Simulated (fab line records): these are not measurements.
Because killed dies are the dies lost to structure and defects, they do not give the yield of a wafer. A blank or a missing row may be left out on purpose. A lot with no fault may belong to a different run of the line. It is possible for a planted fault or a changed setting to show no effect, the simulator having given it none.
Which tool was responsible? -- flow gf180mcu -- 6 lots, 18 wafers sampled, at 1 step of a route of 602

== WHAT THE GAUGES READ, wafer by wafer ==
GF_POLY_GATE_THK_MEAS_17.
lot,measured,on,POLY_GATE_OXIDATION_THK (nm)
L107,day 10 07:11,film_metro-02,4.03 4.05 4.07
L111,day 11 16:25,film_metro-02,4.06 4.10 4.05
L113,day 12 04:04,film_metro-03,3.97 3.98 3.97
L115,day 12 16:29,film_metro-01,4.14 4.06 4.01
L120,day 14 04:05,film_metro-03,4.05 4.01 3.97
L126,day 15 23:46,film_metro-02,3.97 4.03 4.07

== WHICH TOOL RAN EACH LOT (tool, then ch and the chambers of the sampled wafers, then the start) ==
Record: no process step prior to these readings.

== THE ANSWER, worked out from the rows above alone ==
Rule: the lots themselves supply what counts as usual. Put in order of their means at a reading, lots are off if they are a third of the lots or fewer, leave a main group of 4 or more, and stand apart from it by a gap of 3 or more times the standard deviation of the main group's means; of several such gaps the widest counts. Not used: any main group whose means are identical at the precision the tables above print for the reading. A lot without any number at a reading at which 4 lots or more have one is off too. The other lots that the step has rows for count as sound.
No lot is off at any reading shown: from this, nothing can be told.

== WHAT THE SIMULATOR HAD INSERTED ==
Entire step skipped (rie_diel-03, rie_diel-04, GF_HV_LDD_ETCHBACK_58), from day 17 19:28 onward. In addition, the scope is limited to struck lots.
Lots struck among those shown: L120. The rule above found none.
